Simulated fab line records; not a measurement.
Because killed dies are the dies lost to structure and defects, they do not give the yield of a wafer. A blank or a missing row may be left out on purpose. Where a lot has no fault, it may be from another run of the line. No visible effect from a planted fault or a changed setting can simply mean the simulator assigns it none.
The tool behind it: which one?    flow gf180mcu    12 lots, 36 wafers sampled, at 2 steps of a route of 602

== WHAT THE GAUGES READ, wafer by wafer ==
GF_V3_RS_MEAS_24: measures by four-point-probe.
lot   measured      on             V3_W_RS (ohm/sq)
L656  day 22 00:56  film metro-02  0.323 0.326 0.324
L657  day 22 16:24  film metro-02  0.330 0.326 0.332
L658  day 22 18:26  film metro-02  0.331 0.328 0.332
L659  day 23 05:43  film metro-03  0.328 0.328 0.329
L663  day 24 23:03  film metro-02  0.335 0.339 0.336
L664  day 24 23:13  film metro-03  0.319 0.326 0.328
L672  day 28 06:30  film metro-02  0.323 0.316 0.326
L673  day 28 14:50  film metro-04  0.314 0.322 0.316
L675  day 28 22:48  film metro-03  0.331 0.333 0.330
L676  day 29 03:05  film metro-03  0.323 0.324 0.320
L677  day 29 05:50  film metro-02  0.321 0.325 0.322
L679  day 29 21:22  film metro-02  0.325 0.325 0.321

GF_V4_THK_MEAS_01.
lot   measured      on             V4_CVD_00_THK (nm)
L656  day 23 00:47  film metro-03  599 590 595
L657  day 23 16:40  film metro-04  601 602 597
L658  day 23 18:26  film metro-03  603 596 592
L659  day 24 06:00  film metro-04  595 607 596
L663  day 25 21:28  film metro-03  599 601 602
L664  day 25 22:07  film metro-03  604 609 599
L672  day 29 03:09  film metro-01  599 601 604
L673  day 29 11:47  film metro-01  599 599 590
L675  day 29 19:27  film metro-04  596 598 598
L676  day 29 22:52  film metro-04  595 606 595
L677  day 30 01:47  film metro-01  584 595 598
L679  day 30 17:50  film metro-01  590 590 593

== EACH LOT AND THE TOOL THAT RAN IT (in order: tool; ch and the chambers of the sampled wafers; start) ==
There is no process step in the record ahead of these readings.

== WHAT THE TOOLS THEMSELVES READ (means of the sampled wafers that have a number; where no wafer has one, the mark that the record gives instead) ==
The record holds no such reading with a usual standard deviation.

== THE ANSWER, worked out from the rows above alone ==
Rule: the usual values come from the lots themselves. The widest of any qualifying gaps counts: lots, ordered by their means at a reading, are off when they make up no more than a third of the lots, leave a main group of 4 or more, and stand apart from it by 3 or more times the standard deviation of that group's means. A main group whose means are all the same, to the digits that the tables above print for the reading, isn't used. A lot without any number at a reading at which 4 lots or more have one is off too. The other lots that the step has rows for count as sound. After the gauges, taken in route order, come the tools' own readings; for these a lot's mean is taken, as printed above. The first step at which some lot is off is used, and at that step the reading that is off furthest; a lot without a number counts as furthest.
None of the lots is off at any reading shown; this tells nothing.

== WHAT THE SIMULATOR HAD INSERTED ==
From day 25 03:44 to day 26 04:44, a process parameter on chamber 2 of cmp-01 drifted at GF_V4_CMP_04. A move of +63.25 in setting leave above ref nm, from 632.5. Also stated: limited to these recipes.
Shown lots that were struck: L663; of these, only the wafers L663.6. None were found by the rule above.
